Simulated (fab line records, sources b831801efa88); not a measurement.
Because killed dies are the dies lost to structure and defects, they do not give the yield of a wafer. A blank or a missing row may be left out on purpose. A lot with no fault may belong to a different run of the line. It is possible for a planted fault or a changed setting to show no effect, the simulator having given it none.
Which of the tools did it? -- flow gf180mcu -- at 1 step of a route of 602, 7 lots with 21 wafers sampled

WHAT EACH GAUGE READ, for each wafer
GF_M2_THK_MEAS_06: measures by xrf.
lot,measured,on,M2_ALCU_THK (nm)
L439,day 18 19:22,film_metro-02,452 460 456
L441,day 19 19:12,film_metro-02,454 454 451
L443,day 20 19:38,film_metro-02,460 454 455
L446,day 21 17:35,film_metro-01,444 449 449
L449,day 22 17:03,film_metro-02,461 458 457
L451,day 23 08:53,film_metro-02,455 450 444
L457,day 25 04:21,film_metro-01,438 445 440

WHAT TOOL EACH LOT RAN ON (gives the tool, then ch and the chambers of the sampled wafers, and finally the start)
The record holds no process step before these readings.

THE ANSWER, worked out from the rows above alone
Rule: the lots themselves supply what counts as usual. The widest of any qualifying gaps counts: lots, ordered by their means at a reading, are off when they make up no more than a third of the lots, leave a main group of 4 or more, and stand apart from it by 3 or more times the standard deviation of that group's means. A main group whose means are all the same, to the digits that the tables above print for the reading, isn't used. Also off: a lot with no number at a reading for which 4 or more lots have one. Where the step has rows for the other lots, those lots are counted as sound.
No lot is off at any reading shown: from this, nothing can be told.

WHAT HAD BEEN PUT IN BY THE SIMULATOR
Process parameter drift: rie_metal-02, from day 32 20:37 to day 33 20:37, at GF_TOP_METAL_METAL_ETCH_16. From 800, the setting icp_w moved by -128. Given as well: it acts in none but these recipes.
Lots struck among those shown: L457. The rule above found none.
